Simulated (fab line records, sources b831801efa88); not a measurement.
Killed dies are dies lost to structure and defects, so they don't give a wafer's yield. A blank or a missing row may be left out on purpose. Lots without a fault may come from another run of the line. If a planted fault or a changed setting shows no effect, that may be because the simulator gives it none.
fab line records	flow sky130
record: lots: 7	wafers: 21	lastDay: 50
route steps=708 shown FIELD_ISO@19 PAD_OPEN@708
lots that met no fault: from a run of the same line without faults
startH: hours from the record's first day to the start of the lot's first wafer shown	waitH: hours from the lot's prior step to this one	" unchanged from the row above	L1.1+2: a row that stands for several wafers	- no value, or no start given	* or withheld: withheld	< > ~ a bound
route shown NAME@n: a module of which the file shows steps, and the number in the route of the first	usual: mean and standard deviation over wafers with no fault	same: alike in all rows	chamber/n: place in a boat	sites: each site's reading	_std_site: their standard deviation	_edge_site: outer sites' mean less inner sites'	radiusMm: how far each site lies from the wafer's centre	mask NAME#n: copy n	behind: the tool/chamber that last shaped the wafer	hold: the reason the lot was held/the length of the hold in hours/how it ended	device: whichever transistor did not switch (one of n, p or np)	end of line: the route-end tests of the same wafers	where a step has no rows: the recipe by itself	killed: count of dies lost to structure and defects at first sort (not the wafer's yield)	map: per-die view of a wafer (x killed, . not killed, _ where there is no die)
set.NAME: setting as actually run; set.NAME@STEP: the setting as run at that earlier step	model.NAME: the simulator's own value behind a step, which no gauge read
lots at selected steps of the route; one table per step, one row per wafer
services: from which hour (startH, from the record's first day; less than 0 if before it) a tool's chamber was out of use, for how many hours, and why
== steps ==
step: SKY_FIELD_ISO_WET_ETCH_18
recipe: chemistry: H3PO4	targetDepthNm: 25	tempC: 160	target: Si3N4	timeS: 286
step: SKY_FIELD_ISO_CLEAN_19
recipe: chemistry: SC1/SC2	mix: 1:4:20	tempC: 70	timeS: 150
step: SKY_FIELD_ISO_CLEAN_20
recipe: chemistry: dHF	timeS: 20	dilution: 100:1
step: SKY_FIELD_ISO_WET_ETCH_21
recipe: chemistry: dHF	dilution: 100:1	targetDepthNm: 20	dry: ipaMarangoni	target: SiO2	tempC: 25	timeS: 400
step: SKY_FIELD_ISO_OXIDATION_22
recipe: tempC: 950	ambient: O2	stabiliseS: 600	purgeS: 300	targetThkA: 100	oxTimeS: 623
step: SKY_FIELD_ISO_THK_MEAS_23
recipe: reads: SiO2_of_FIELD_ISO_OXIDATION_22
usual: FIELD_ISO_OXIDATION_01_THK: 9.92/0.18
lot.wafer	tool	chamber	startH	waitH	FIELD_ISO_OXIDATION_01_THK[nm]
L160.2	filmMetro-04	-	47.33	0.0	10.09
L160.4	"	-	"	"	10.04
L160.6	"	-	"	"	10.17
L172.2	filmMetro-02	-	110.72	0.0	9.83
L172.4	"	-	"	"	9.96
L172.6	"	-	"	"	9.76
L173.1	filmMetro-02	-	116.24	0.0	10.02
L173.4	"	-	"	"	10.08
L173.6	"	-	"	"	10.22
L174.2	filmMetro-02	-	122.79	0.0	9.76
L174.5	"	-	"	"	9.70
L174.6	"	-	"	"	9.76
L177.3	filmMetro-04	-	138.22	0.0	9.95
L177.4	"	-	"	"	9.97
L177.5	"	-	"	"	9.89
L179.1	filmMetro-04	-	148.63	0.0	9.64
L179.3	"	-	"	"	9.50
L179.6	"	-	"	"	9.60
L180.2	filmMetro-02	-	152.70	0.0	9.85
L180.5	"	-	"	"	9.82
L180.6	"	-	"	"	9.81
step: SKY_FIELD_ISO_CVD_24
recipe: material: SiO2	targetThkNm: 595	tempC: 650	sigmaOpenFrac: 0.3	timeS: 99.2	sih4FlowSccm: 60	pressureMtorr: 6
step: SKY_FIELD_ISO_THK_MEAS_25
recipe: reads: SiO2_of_FIELD_ISO_CVD_24
usual: FIELD_ISO_CVD_24_THK: 592/6.8
lot.wafer	tool	chamber	startH	waitH	FIELD_ISO_CVD_24_THK[nm]
L160.2	filmMetro-02	-	47.46	0.0	584
L160.4	"	-	"	"	592
L160.6	"	-	"	"	589
L172.2	filmMetro-04	-	110.85	0.0	582
L172.4	"	-	"	"	588
L172.6	"	-	"	"	576
L173.1	filmMetro-04	-	116.37	0.0	598
L173.4	"	-	"	"	593
L173.6	"	-	"	"	597
L174.2	filmMetro-04	-	122.92	0.0	583
L174.5	"	-	"	"	590
L174.6	"	-	"	"	587
L177.3	filmMetro-04	-	138.36	0.1	611
L177.4	"	-	"	"	608
L177.5	"	-	"	"	604
L179.1	filmMetro-04	-	148.76	0.0	587
L179.3	"	-	"	"	587
L179.6	"	-	"	"	589
L180.2	filmMetro-03	-	152.83	0.0	590
L180.5	"	-	"	"	580
L180.6	"	-	"	"	592
step: SKY_FIELD_ISO_ANNEAL_26
recipe: tempC: 1000	timeS: 1800	ambient: N2
step: SKY_FIELD_ISO_CMP_27
recipe: stopOn: Si3N4	tOverpolishS: 16	downForcePsi: 4	platenRpm: 60	targetThkNm: 457.8	padVelocityMS: 0.94248
usual: motorCurrentA: 12.1/1.1	overpolishRunS: 16.000/0.0096	timeToEndpointS: 110/6.6
lot.wafer	tool	chamber	startH	waitH	motorCurrentA	overpolishRunS	timeToEndpointS
L160.2	cmp-01	1	49.95	0.0	10.9	16.006	106
L160.4	"	3	"	"	13.2	16.017	123
L160.6	"	2	"	"	12.4	16.010	111
L172.2	cmp-02	1	115.84	2.1	11.9	16.004	114
L172.4	"	0	"	"	13.4	16.006	114
L172.6	"	1	"	"	11.3	15.991	110
L173.4	cmp-02	0	118.90	0.1	12.6	16.001	110
L173.1	"	2	"	"	11.2	15.996	104
L173.6	"	3	"	"	10.2	16.002	108
L174.2	cmp-01	1	127.38	0.1	11.6	16.003	105
L174.5	"	0	"	"	12.4	15.994	114
L174.6	"	1	"	"	11.7	15.993	107
L177.4	cmp-02	1	140.09	0.2	11.4	15.998	108
L177.3	"	3	"	"	11.1	15.997	103
L177.5	"	1	"	"	11.9	16.020	107
L179.3	cmp-01	2	151.57	0.1	12.3	15.987	107
L179.1	"	0	"	"	12.1	15.989	115
L179.6	"	1	"	"	11.8	16.001	105
L180.2	cmp-01	0	155.59	0.0	13.2	16.000	110
L180.6	"	0	"	"	13.5	16.006	114
L180.5	"	1	"	"	11.2	15.995	102
step: SKY_FIELD_ISO_WET_ETCH_28
recipe: chemistry: dHF	targetDepthNm: 23.7	target: SiO2	dilution: 10:1	tempC: 25	timeS: 47
step: SKY_FIELD_ISO_WET_ETCH_29
recipe: chemistry: H3PO4	targetDepthNm: 160	target: Si3N4	tempC: 160	timeS: 1825
step: SKY_FIELD_ISO_WET_ETCH_30
recipe: chemistry: dHF	targetDepthNm: 25	target: SiO2	dilution: 10:1	tempC: 25	timeS: 50
usual: bathHeatDutyPct: 6.3/0.7	runLengthS: 78/3.5
lot.wafer	tool	chamber	startH	waitH	bathHeatDutyPct	runLengthS	model.SiO2_of_FIELD_ISO_CVD_24.thkNm	model.SiO2_of_FIELD_ISO_OXIDATION_01.thkNm
L160.2	wetBench-01	0	50.78	0.0	5.6	75	404.3	0
L160.4	"	0	"	"	5.7	75	408	0
L160.6	"	0	"	"	5.1	75	405.7	0
L172.2	wetBench-01	0	116.68	0.0	-	-	431.1	11.91
L172.4	"	0	"	"	-	-	431.8	12.04
L172.6	"	0	"	"	-	-	430.2	11.97
L173.1	wetBench-02	2	119.69	0.0	-	-	429.8	11.67
L173.4	"	2	"	"	-	-	432.8	12.04
L173.6	"	2	"	"	-	-	431.6	11.75
L174.2	wetBench-04	3	128.16	0.0	-	-	432.2	11.39
L174.5	"	3	"	"	-	-	433.8	11.31
L174.6	"	3	"	"	-	-	433.5	11.63
L177.3	wetBench-02	2	140.88	0.0	5.8	83	404.1	0
L177.4	"	2	"	"	5.7	83	405.1	0
L177.5	"	2	"	"	5.5	83	404.9	0
L179.1	wetBench-04	0	152.40	0.0	7.1	84	405.5	0
L179.3	"	0	"	"	6.7	84	404.8	0
L179.6	"	0	"	"	6.8	84	403	0
L180.2	wetBench-02	3	156.47	0.0	6.8	77	406.4	0
L180.5	"	3	"	"	7.0	77	402.8	0
L180.6	"	3	"	"	5.3	77	404.7	0
step: SKY_PAD_OPEN_PROBE_99
lot.wafer	tool	chamber	startH	waitH	model.etest.res_p_drift_20v.lineOhmUm	model.etest.res_p_drift_20v.rsOhmSq	model.etest.pfet_16v.rOnOhmUm	model.etest.resIsoPwell.rsOhmSq	model.etest.resIsoPwell.lineOhmUm	model.etest.tipP.rsOhmSq	model.etest.pfet_01v8.rOnOhmUm	model.etest.sonosErased.driveUaUm
L160.2	prober-02	-	1085.48	0.1	1.174e+04	9663	1.469e+04	2790	1051	6686	2863	183.6
L160.4	prober-02	-	1085.58	0.2	1.404e+04	1.157e+04	1.546e+04	3307	1242	6641	2827	150
L160.6	prober-02	-	1085.68	0.2	1.407e+04	1.177e+04	1.574e+04	3351	1261	6698	2980	188.1
L172.2	prober-02	-	1157.72	0.1	1.521e+04	1.292e+04	1.774e+04	4380	1646	6998	3110	19.56
L172.4	prober-02	-	1157.82	0.2	1.354e+04	1.133e+04	1.676e+04	3783	1454	6996	3087	19.84
L172.6	prober-02	-	1157.92	0.2	1.458e+04	1.237e+04	1.76e+04	4177	1599	7024	3179	18.94
L177.3	prober-02	-	1195.12	0.2	1.157e+04	9572	1.501e+04	3091	1190	6739	2949	173.5
L177.4	prober-02	-	1195.17	0.2	1.229e+04	1.027e+04	1.545e+04	3431	1289	6694	2833	201.2
L177.5	prober-02	-	1195.22	0.2	1.227e+04	1.025e+04	1.555e+04	3416	1286	6663	2849	159.6
L179.1	prober-02	-	1196.92	0.1	1.148e+04	9650	1.592e+04	3752	1435	6651	2962	196.2
L179.3	prober-02	-	1197.02	0.2	1.093e+04	9203	1.554e+04	3471	1329	6695	2799	161.2
L179.6	prober-02	-	1197.17	0.2	1.113e+04	9322	1.576e+04	3601	1359	6621	2824	209.2
L180.2	prober-02	-	1198.40	0.1	1.326e+04	1.087e+04	1.573e+04	3450	1301	6739	2830	160.3
L180.5	prober-02	-	1198.55	0.2	1.304e+04	1.092e+04	1.58e+04	3426	1310	6714	2919	210.3
L180.6	prober-02	-	1198.60	0.2	1.209e+04	1.021e+04	1.524e+04	3144	1182	6742	2967	228.3
killed by level:class
L160.2 CONTACT:geometricParticle:open=13 VIA2:geometricParticle:open=8 VIA1:geometricParticle:open=7 LI_CONTACT:geometricParticle:open=6 VIA3:geometricParticle:open=6 VIA3:geometricParticle:short=6 METAL2:geometricParticle:short=6 VIA1:geometricParticle:short=4
L160.4 VIA1:geometricParticle:open=12 VIA2:geometricParticle:open=11 LI_CONTACT:geometricParticle:open=6 CONTACT:geometricParticle:open=5 METAL1:geometricParticle:short=5 METAL2:geometricParticle:short=5 VIA3:geometricParticle:short=5 VIA3:geometricParticle:open=5
L160.6 LI_CONTACT:geometricParticle:open=15 CONTACT:geometricParticle:open=10 VIA1:geometricParticle:open=10 LOCAL_INTERCONNECT:geometricParticle:short=8 VIA1:geometricParticle:short=7 VIA2:geometricParticle:open=7 VIA3:geometricParticle:open=7 LI_CONTACT:geometricParticle:short=6
L177.3 VIA1:geometricParticle:open=10 LI_CONTACT:geometricParticle:open=8 METAL2:geometricParticle:short=7 VIA2:geometricParticle:open=6 CONTACT:geometricParticle:open=6 VIA3:geometricParticle:open=6 METAL3:geometricParticle:short=5 FIELD_ISO:geometricParticle:short=4
L177.4 LI_CONTACT:geometricParticle:open=9 METAL1:geometricParticle:short=9 VIA1:geometricParticle:open=9 VIA3:geometricParticle:open=8 CONTACT:geometricParticle:open=6 VIA2:geometricParticle:open=5 FIELD_ISO:geometricParticle:short=4 FIELD_ISO:geometricParticle:open=4
L177.5 VIA1:geometricParticle:open=18 LI_CONTACT:geometricParticle:open=11 CONTACT:geometricParticle:open=8 LOCAL_INTERCONNECT:geometricParticle:short=6 VIA1:geometricParticle:short=6 VIA2:geometricParticle:open=6 METAL1:geometricParticle:short=5 METAL2:geometricParticle:short=4
L179.1 VIA1:geometricParticle:open=10 VIA2:geometricParticle:open=9 CONTACT:geometricParticle:short=7 FIELD_ISO:geometricParticle:short=6 LI_CONTACT:geometricParticle:open=6 CONTACT:geometricParticle:open=6 METAL1:geometricParticle:short=6 POLY_GATE:geometricParticle:open=5
L179.3 LI_CONTACT:geometricParticle:open=10 METAL1:geometricParticle:short=8 CONTACT:geometricParticle:open=7 VIA2:geometricParticle:open=7 LOCAL_INTERCONNECT:geometricParticle:short=6 METAL2:geometricParticle:short=6 VIA3:geometricParticle:open=6 VIA1:geometricParticle:short=5
L179.6 VIA1:geometricParticle:open=14 VIA2:geometricParticle:open=10 VIA3:geometricParticle:open=8 FIELD_ISO:geometricParticle:short=6 LOCAL_INTERCONNECT:geometricParticle:short=6 CONTACT:geometricParticle:short=5 POLY_GATE:geometricParticle:short=4 SPACER:geometricParticle:short=4
L180.2 VIA1:geometricParticle:open=12 CONTACT:geometricParticle:open=7 LI_CONTACT:geometricParticle:open=6 VIA3:geometricParticle:open=6 POLY_GATE:geometricParticle:open=5 LI_CONTACT:geometricParticle:short=5 VIA1:geometricParticle:short=5 FIELD_ISO:geometricParticle:short=4
L180.5 CONTACT:geometricParticle:open=8 POLY_GATE:geometricParticle:short=8 FIELD_ISO:geometricParticle:open=5 POLY_GATE:geometricParticle:open=5 METAL1:geometricParticle:short=5 VIA1:geometricParticle:open=5 VIA1:geometricParticle:short=5 VIA2:geometricParticle:short=5
L180.6 LI_CONTACT:geometricParticle:open=8 CONTACT:geometricParticle:short=8 POLY_GATE:geometricParticle:short=7 CONTACT:geometricParticle:open=7 LI_CONTACT:geometricParticle:short=5 VIA1:geometricParticle:open=5 FIELD_ISO:geometricParticle:short=4 POLY_GATE:geometricParticle:open=4
== services ==
tool	chamber	startH	hours	kind
cmp-02	-	64.00	4.0	pm
cmp-02	-	68.00	-	consumableReplace:conditioner
cmp-02	-	68.00	-	consumableReplace:pad
cmp-01	-	110.19	7.2	pm
cmp-02	-	111.21	4.0	repair
cmp-01	-	124.94	1.4	repair
cmp-02	-	129.87	0.6	repair
cmp-01	-	133.22	0.5	repair
cmp-01	-	138.68	1.9	repair
cmp-02	-	144.95	12.7	pm
== key ==
firstSign: step: SKY_FIELD_ISO_WET_ETCH_30	reading: toolRecord	direction: missing
effect none on later readings
modelEffect: step: SKY_FIELD_ISO_WET_ETCH_30	value: SiO2_of_FIELD_ISO_CVD_24.thkNm	without: 404.3	struck: 431.9
modelEffect: step: SKY_PAD_OPEN_PROBE_99	value: etest.res_p_drift_20v.lineOhmUm	without: 1.161e+04	struck: 1.444e+04
metAt SKY_FIELD_ISO_WET_ETCH_30
struckWafers L172.2,L172.4,L172.6,L173.1,L173.4,L173.6,L174.2,L174.5,L174.6
laterRowsLeftOut L172.2,L172.4,L172.6,L173.1,L173.4,L173.6,L174.2,L174.5,L174.6
sortLeftOut L172.2,L172.4,L172.6,L173.1,L173.4,L173.6,L174.2,L174.5,L174.6
testerLeftOut L172,L173,L174
onsetBetween 50.78 116.68
fault: kind: skippedStepWhole	tool: wetBench-01,wetBench-02,wetBench-04	chamber: -	onsetH: 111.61	steps: SKY_FIELD_ISO_WET_ETCH_30	scope: struckLotsOnly
testerLeftOut: of these lots the tester's yield and bins aren't shown, on N5 and GAA mostly nor the transistor test; their killed dies are dies lost to structure and defects alone, not to doping, threshold or leakage, so they don't give the yield
sortLeftOut: the simulated sort isn't trusted on such a fault, so these wafers' sort isn't shown, and their yield isn't known
laterRowsLeftOut: the simulator's readings of these wafers behind a module that went badly wrong aren't trusted and aren't shown, but for the sort
